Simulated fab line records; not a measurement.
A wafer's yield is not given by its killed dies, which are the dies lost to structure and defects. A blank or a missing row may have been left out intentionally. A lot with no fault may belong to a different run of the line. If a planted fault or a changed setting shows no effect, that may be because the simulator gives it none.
Which tool is to blame? || flow gf180mcu || 32 wafers from 11 lots sampled at 7 of the route's 602 steps

WHAT THE GAUGES SHOWED, per wafer
GF_HV_LDD_OVL_MEAS_20.
{"lot": "L156", "measured": "day 10 19:40", "on": "overlay-01", "HV_LDD_01_OVL (nm)": "2.7 2.3 1.7"}
{"lot": "L158", "measured": "day 11 08:56", "on": "overlay-01", "HV_LDD_01_OVL (nm)": "1.1 0.5 2.5"}
{"lot": "L160", "measured": "day 11 22:34", "on": "overlay-02", "HV_LDD_01_OVL (nm)": "0.0 1.3 0.6"}
{"lot": "L161", "measured": "day 12 09:11", "on": "overlay-01", "HV_LDD_01_OVL (nm)": "2.3 0.8 1.6"}
{"lot": "L162", "measured": "day 12 20:17", "on": "overlay-01", "HV_LDD_01_OVL (nm)": "-1.2 -0.9 -0.5"}
{"lot": "L166", "measured": "day 14 00:55", "on": "overlay-01", "HV_LDD_01_OVL (nm)": "0.1 0.5 -0.2"}
{"lot": "L167", "measured": "day 14 05:28", "on": "overlay-02", "HV_LDD_01_OVL (nm)": "-1.5 -2.1"}
{"lot": "L172", "measured": "day 15 15:49", "on": "overlay-01", "HV_LDD_01_OVL (nm)": "1.2 0.9 0.4"}
{"lot": "L177", "measured": "day 17 07:31", "on": "overlay-02", "HV_LDD_01_OVL (nm)": "-2.1 -2.0 -2.8"}
{"lot": "L178", "measured": "day 17 16:49", "on": "overlay-02", "HV_LDD_01_OVL (nm)": "1.9 1.7 2.4"}
{"lot": "L179", "measured": "day 18 01:28", "on": "overlay-01", "HV_LDD_01_OVL (nm)": "1.0 -1.5 1.2"}

GF_HV_LDD_CD_MEAS_31: target cd 400 nm.
{"lot": "L156", "measured": "day 11 13:56", "on": "cd-sem-01", "cd-nm (nm)": "397.2 397.5 397.3"}
{"lot": "L158", "measured": "day 12 03:59", "on": "cd-sem-01", "cd-nm (nm)": "400.2 398.1 397.9"}
{"lot": "L160", "measured": "day 12 18:13", "on": "cd-sem-01", "cd-nm (nm)": "397.4 394.7 397.7"}
{"lot": "L161", "measured": "day 13 05:19", "on": "cd-sem-02", "cd-nm (nm)": "400.7 398.1 401.2"}
{"lot": "L162", "measured": "day 13 16:38", "on": "cd-sem-02", "cd-nm (nm)": "398.5 401.5 402.6"}
{"lot": "L166", "measured": "day 14 21:59", "on": "cd-sem-02", "cd-nm (nm)": "399.5 400.2 398.7"}
{"lot": "L167", "measured": "day 15 02:20", "on": "cd-sem-01", "cd-nm (nm)": "399.0 396.7"}
{"lot": "L172", "measured": "day 16 13:20", "on": "cd-sem-02", "cd-nm (nm)": "402.0 398.3 399.4"}
{"lot": "L177", "measured": "day 18 07:02", "on": "cd-sem-01", "cd-nm (nm)": "398.9 398.2 396.4"}
{"lot": "L178", "measured": "day 18 16:21", "on": "cd-sem-02", "cd-nm (nm)": "397.8 396.8 398.8"}
{"lot": "L179", "measured": "day 19 01:59", "on": "cd-sem-01", "cd-nm (nm)": "397.1 398.7 396.4"}

GF_PSD_TW_MEAS_11.
{"lot": "L156", "measured": "day 14 09:20", "on": "film-metro-01", "PSD_TW": "3176 3197 3204"}
{"lot": "L158", "measured": "day 14 20:23", "on": "film-metro-01", "PSD_TW": "3203 3197 3189"}
{"lot": "L160", "measured": "day 15 11:37", "on": "film-metro-03", "PSD_TW": "3157 3156 3155"}
{"lot": "L161", "measured": "day 16 01:16", "on": "film-metro-03", "PSD_TW": "3153 3166 3145"}
{"lot": "L162", "measured": "day 16 11:48", "on": "film-metro-02", "PSD_TW": "3156 3141 3144"}
{"lot": "L166", "measured": "day 17 20:28", "on": "film-metro-02", "PSD_TW": "3321 3301 3320"}
{"lot": "L167", "measured": "day 18 00:50", "on": "film-metro-02", "PSD_TW": "3314 3298"}
{"lot": "L172", "measured": "day 19 16:53", "on": "film-metro-02", "PSD_TW": "3150 3147 3156"}
{"lot": "L177", "measured": "day 21 11:32", "on": "film-metro-03", "PSD_TW": "3136 3151 3145"}
{"lot": "L178", "measured": "day 21 20:16", "on": "film-metro-01", "PSD_TW": "3215 3186 3180"}
{"lot": "L179", "measured": "day 22 06:02", "on": "film-metro-01", "PSD_TW": "3202 3199 3215"}

GF_PSD_RS_MEAS_15: measures by four-point-probe.
{"lot": "L156", "measured": "day 14 09:41", "on": "film-metro-02", "PSD_RS (ohm/sq)": "108.3 108.5 108.0"}
{"lot": "L158", "measured": "day 14 20:43", "on": "film-metro-01", "PSD_RS (ohm/sq)": "108.6 108.4 108.9"}
{"lot": "L160", "measured": "day 15 12:03", "on": "film-metro-01", "PSD_RS (ohm/sq)": "108.7 108.5 108.8"}
{"lot": "L161", "measured": "day 16 01:36", "on": "film-metro-02", "PSD_RS (ohm/sq)": "108.7 108.6 108.5"}
{"lot": "L162", "measured": "day 16 12:08", "on": "film-metro-01", "PSD_RS (ohm/sq)": "108.4 108.9 108.6"}
{"lot": "L166", "measured": "day 17 20:47", "on": "film-metro-03", "PSD_RS (ohm/sq)": "103.8 103.8 103.8"}
{"lot": "L167", "measured": "day 18 01:14", "on": "film-metro-01", "PSD_RS (ohm/sq)": "104.0 104.4"}
{"lot": "L172", "measured": "day 19 17:13", "on": "film-metro-01", "PSD_RS (ohm/sq)": "108.7 108.9 109.0"}
{"lot": "L177", "measured": "day 21 11:51", "on": "film-metro-03", "PSD_RS (ohm/sq)": "108.8 108.5 109.0"}
{"lot": "L178", "measured": "day 21 20:35", "on": "film-metro-03", "PSD_RS (ohm/sq)": "108.5 108.2 108.5"}
{"lot": "L179", "measured": "day 22 06:26", "on": "film-metro-02", "PSD_RS (ohm/sq)": "108.2 108.6 108.7"}

EACH LOT AND THE TOOL THAT RAN IT (in order: tool; ch and the chambers of the sampled wafers; start)
{"lot": "L156", "GF_HV_LDD_STRIP_49": "plasma-asher-04 ch 0,1, day 12 11:44", "GF_PSD_IMPLANT_09": "implanter-03 ch 0, day 14 09:07", "GF_PSD_STRIP_10": "plasma-asher-03 ch 0,1, day 14 09:16"}
{"lot": "L158", "GF_HV_LDD_STRIP_49": "plasma-asher-02 ch 0,1, day 12 23:41", "GF_PSD_IMPLANT_09": "implanter-04 ch 0, day 14 20:10", "GF_PSD_STRIP_10": "plasma-asher-01 ch 0,1, day 14 20:17"}
{"lot": "L160", "GF_HV_LDD_STRIP_49": "plasma-asher-02 ch 0,1, day 13 15:40", "GF_PSD_IMPLANT_09": "implanter-01 ch 0, day 15 11:22", "GF_PSD_STRIP_10": "plasma-asher-04 ch 0,1, day 15 11:31"}
{"lot": "L161", "GF_HV_LDD_STRIP_49": "plasma-asher-04 ch 0,1, day 14 02:53", "GF_PSD_IMPLANT_09": "implanter-04 ch 0, day 16 01:02", "GF_PSD_STRIP_10": "plasma-asher-04 ch 1, day 16 01:10"}
{"lot": "L162", "GF_HV_LDD_STRIP_49": "plasma-asher-04 ch 0,1, day 14 13:47", "GF_PSD_IMPLANT_09": "implanter-03 ch 0, day 16 11:34", "GF_PSD_STRIP_10": "plasma-asher-03 ch 0, day 16 11:41"}
{"lot": "L166", "GF_HV_LDD_STRIP_49": "plasma-asher-03 ch 0,1, day 15 20:22", "GF_PSD_IMPLANT_09": "implanter-01 ch 0, day 17 20:13", "GF_PSD_STRIP_10": "plasma-asher-03 ch 0,1, day 17 20:22"}
{"lot": "L167", "GF_HV_LDD_STRIP_49": "plasma-asher-03 ch 0,1, day 16 00:23", "GF_PSD_IMPLANT_09": "implanter-01 ch 0, day 18 00:35", "GF_PSD_STRIP_10": "plasma-asher-01 ch 0,1, day 18 00:44"}
{"lot": "L172", "GF_HV_LDD_STRIP_49": "plasma-asher-02 ch 0,1, day 17 13:27", "GF_PSD_IMPLANT_09": "implanter-04 ch 0, day 19 16:38", "GF_PSD_STRIP_10": "plasma-asher-04 ch 0,1, day 19 16:47"}
{"lot": "L177", "GF_HV_LDD_STRIP_49": "plasma-asher-03 ch 0,1, day 19 07:47", "GF_PSD_IMPLANT_09": "implanter-04 ch 0, day 21 11:17", "GF_PSD_STRIP_10": "plasma-asher-03 ch 0,1, day 21 11:26"}
{"lot": "L178", "GF_HV_LDD_STRIP_49": "plasma-asher-02 ch 0,1, day 19 17:25", "GF_PSD_IMPLANT_09": "implanter-04 ch 0, day 21 20:01", "GF_PSD_STRIP_10": "plasma-asher-01 ch 0,1, day 21 20:10"}
{"lot": "L179", "GF_HV_LDD_STRIP_49": "plasma-asher-02 ch 0,1, day 20 03:22", "GF_PSD_IMPLANT_09": "implanter-03 ch 0, day 22 05:49", "GF_PSD_STRIP_10": "plasma-asher-03 ch 0,1, day 22 05:56"}
- GF_HV_LDD_STRIP_49: strips in O2/N2.
- GF_PSD_IMPLANT_09
- GF_PSD_STRIP_10: strips in O2/N2.

WHAT THE TOOLS THEMSELVES READ (means of the sampled wafers that have a number; where no wafer has one, the mark that the record gives instead)
GF_HV_LDD_STRIP_49.
{"lot": "L156", "tool": "plasma-asher-04", "drypump-motor-current-A (A)": 5.3, "heater-power-w (W)": 294, "oes-product-au (a.u.)": 0.716, "strip-time-to-endpoint-s (s)": 12.64}
{"lot": "L158", "tool": "plasma-asher-02", "drypump-motor-current-A (A)": 6.1, "heater-power-w (W)": 373, "oes-product-au (a.u.)": 0.714, "strip-time-to-endpoint-s (s)": 12.65}
{"lot": "L160", "tool": "plasma-asher-02", "drypump-motor-current-A (A)": 5.9, "heater-power-w (W)": 349, "oes-product-au (a.u.)": 0.714, "strip-time-to-endpoint-s (s)": 12.64}
{"lot": "L161", "tool": "plasma-asher-04", "drypump-motor-current-A (A)": 5.4, "heater-power-w (W)": 283, "oes-product-au (a.u.)": 0.720, "strip-time-to-endpoint-s (s)": 12.62}
{"lot": "L162", "tool": "plasma-asher-04", "drypump-motor-current-A (A)": 5.3, "heater-power-w (W)": 291, "oes-product-au (a.u.)": 0.720, "strip-time-to-endpoint-s (s)": 12.68}
{"lot": "L166", "tool": "plasma-asher-03", "drypump-motor-current-A (A)": 5.8, "heater-power-w (W)": 340, "oes-product-au (a.u.)": 0.717, "strip-time-to-endpoint-s (s)": 12.65}
{"lot": "L167", "tool": "plasma-asher-03", "drypump-motor-current-A (A)": 6.0, "heater-power-w (W)": 352, "oes-product-au (a.u.)": 0.718, "strip-time-to-endpoint-s (s)": 12.63}
{"lot": "L172", "tool": "plasma-asher-02", "drypump-motor-current-A (A)": 5.9, "heater-power-w (W)": 347, "oes-product-au (a.u.)": 0.713, "strip-time-to-endpoint-s (s)": 12.66}
{"lot": "L177", "tool": "plasma-asher-03", "drypump-motor-current-A (A)": 5.8, "heater-power-w (W)": 341, "oes-product-au (a.u.)": 0.717, "strip-time-to-endpoint-s (s)": 12.60}
{"lot": "L178", "tool": "plasma-asher-02", "drypump-motor-current-A (A)": 6.1, "heater-power-w (W)": 383, "oes-product-au (a.u.)": 0.721, "strip-time-to-endpoint-s (s)": 12.62}
{"lot": "L179", "tool": "plasma-asher-02", "drypump-motor-current-A (A)": 6.1, "heater-power-w (W)": 378, "oes-product-au (a.u.)": 0.716, "strip-time-to-endpoint-s (s)": 12.60}

GF_PSD_IMPLANT_09.
{"lot": "L156", "tool": "implanter-03", "beam-energy-keV": 39.991, "beam-on-s (s)": 10.07, "end-station-pressure-torr (Torr)": 1.21e-05, "faraday-current-uA": 8201}
{"lot": "L158", "tool": "implanter-04", "beam-energy-keV": 39.991, "beam-on-s (s)": 9.87, "end-station-pressure-torr (Torr)": 1.19e-05, "faraday-current-uA": 8350}
{"lot": "L160", "tool": "implanter-01", "beam-energy-keV": 40.012, "beam-on-s (s)": 9.89, "end-station-pressure-torr (Torr)": 1.13e-05, "faraday-current-uA": 8362}
{"lot": "L161", "tool": "implanter-04", "beam-energy-keV": 40.010, "beam-on-s (s)": 10.08, "end-station-pressure-torr (Torr)": 1.15e-05, "faraday-current-uA": 8183}
{"lot": "L162", "tool": "implanter-03", "beam-energy-keV": 40.004, "beam-on-s (s)": 9.91, "end-station-pressure-torr (Torr)": 1.24e-05, "faraday-current-uA": 8327}
{"lot": "L166", "tool": "implanter-01", "beam-energy-keV": 40.018, "beam-on-s (s)": 12.99, "end-station-pressure-torr (Torr)": 9.31e-05, "faraday-current-uA": 6449}
{"lot": "L167", "tool": "implanter-01", "beam-energy-keV": 39.998, "beam-on-s (s)": 13.30, "end-station-pressure-torr (Torr)": 9.49e-05, "faraday-current-uA": 6277}
{"lot": "L172", "tool": "implanter-04", "beam-energy-keV": 40.003, "beam-on-s (s)": 10.09, "end-station-pressure-torr (Torr)": 1.18e-05, "faraday-current-uA": 8185}
{"lot": "L177", "tool": "implanter-04", "beam-energy-keV": 39.972, "beam-on-s (s)": 10.06, "end-station-pressure-torr (Torr)": 1.12e-05, "faraday-current-uA": 8210}
{"lot": "L178", "tool": "implanter-04", "beam-energy-keV": 40.010, "beam-on-s (s)": 10.02, "end-station-pressure-torr (Torr)": 1.17e-05, "faraday-current-uA": 8242}
{"lot": "L179", "tool": "implanter-03", "beam-energy-keV": 40.004, "beam-on-s (s)": 9.91, "end-station-pressure-torr (Torr)": 1.18e-05, "faraday-current-uA": 8304}

GF_PSD_STRIP_10.
{"lot": "L156", "tool": "plasma-asher-03", "drypump-motor-current-A (A)": 6.1, "heater-power-w (W)": 360, "oes-product-au (a.u.)": 0.592, "strip-time-to-endpoint-s (s)": 16.49}
{"lot": "L158", "tool": "plasma-asher-01", "drypump-motor-current-A (A)": 5.5, "heater-power-w (W)": 339, "oes-product-au (a.u.)": 0.593, "strip-time-to-endpoint-s (s)": 16.55}
{"lot": "L160", "tool": "plasma-asher-04", "drypump-motor-current-A (A)": 5.4, "heater-power-w (W)": 287, "oes-product-au (a.u.)": 0.592, "strip-time-to-endpoint-s (s)": 16.46}
{"lot": "L161", "tool": "plasma-asher-04", "drypump-motor-current-A (A)": 5.3, "heater-power-w (W)": 289, "oes-product-au (a.u.)": 0.590, "strip-time-to-endpoint-s (s)": 16.51}
{"lot": "L162", "tool": "plasma-asher-03", "drypump-motor-current-A (A)": 6.5, "heater-power-w (W)": 385, "oes-product-au (a.u.)": 0.594, "strip-time-to-endpoint-s (s)": 16.50}
{"lot": "L166", "tool": "plasma-asher-03", "drypump-motor-current-A (A)": 5.8, "heater-power-w (W)": 345, "oes-product-au (a.u.)": 0.575, "strip-time-to-endpoint-s (s)": 17.28}
{"lot": "L167", "tool": "plasma-asher-01", "drypump-motor-current-A (A)": 5.5, "heater-power-w (W)": 336, "oes-product-au (a.u.)": 0.575, "strip-time-to-endpoint-s (s)": 17.38}
{"lot": "L172", "tool": "plasma-asher-04", "drypump-motor-current-A (A)": 5.3, "heater-power-w (W)": 288, "oes-product-au (a.u.)": 0.590, "strip-time-to-endpoint-s (s)": 16.54}
{"lot": "L177", "tool": "plasma-asher-03", "drypump-motor-current-A (A)": 6.2, "heater-power-w (W)": 364, "oes-product-au (a.u.)": 0.592, "strip-time-to-endpoint-s (s)": 16.45}
{"lot": "L178", "tool": "plasma-asher-01", "drypump-motor-current-A (A)": 5.5, "heater-power-w (W)": 341, "oes-product-au (a.u.)": 0.591, "strip-time-to-endpoint-s (s)": 16.53}
{"lot": "L179", "tool": "plasma-asher-03", "drypump-motor-current-A (A)": 6.2, "heater-power-w (W)": 358, "oes-product-au (a.u.)": 0.591, "strip-time-to-endpoint-s (s)": 16.57}

THE ANSWER, worked out from the rows above alone
Rule: what is usual is taken from the lots themselves. The widest of any qualifying gaps counts: lots, ordered by their means at a reading, are off when they make up no more than a third of the lots, leave a main group of 4 or more, and stand apart from it by 3 or more times the standard deviation of that group's means. A main group whose means are all the same, to the digits that the tables above print for the reading, isn't used. A lot without any number at a reading at which 4 lots or more have one is off too. The other lots that the step has rows for count as sound. Order of review: gauges by route order, followed by the tools' own readings, for which a lot's mean as printed above is used. At the first step where some lot is off, the reading lying furthest off is the one used; lots without a number count as furthest.
Off: at GF_PSD_TW_MEAS_11 (PSD_TW), L166, L167. Main group: mean 3171, sd 24.
If a tool, at a process step before that reading, ran all the lots that are off and no sound lot after the first of them, it fits. The gauges at GF_PSD_TW_MEAS_11 aren't tried: what is off there is off at GF_PSD_RS_MEAS_15 too, on other tools, and a gauge's error can't cause that. One fits: GF_PSD_IMPLANT_09 on implanter-01. Its last sound lot is L160 (day 15 11:22), its first lot that is off L166 (day 17 20:13): a fault that began between those two fits.
The tool's own readings at GF_PSD_IMPLANT_09 bear it out: on the lots that are off they differ by more than 5 times the standard deviation of the sound lots' means. beam-on-s reads 13.14 s there against 9.99 s on the sound lots; end-station-pressure-torr reads 9.40e-05 Torr there against 1.17e-05 Torr on the sound lots; faraday-current-uA reads 6363 there against 8263 on the sound lots.

WHAT HAD BEEN PUT IN BY THE SIMULATOR
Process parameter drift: implanter-01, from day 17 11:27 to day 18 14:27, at GF_PSD_IMPLANT_09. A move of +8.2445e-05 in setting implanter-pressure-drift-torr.
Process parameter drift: implanter-01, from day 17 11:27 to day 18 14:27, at GF_PSD_IMPLANT_09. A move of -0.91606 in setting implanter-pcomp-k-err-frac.
Shown lots that were struck: L166, L167. Same finding as the rule above.
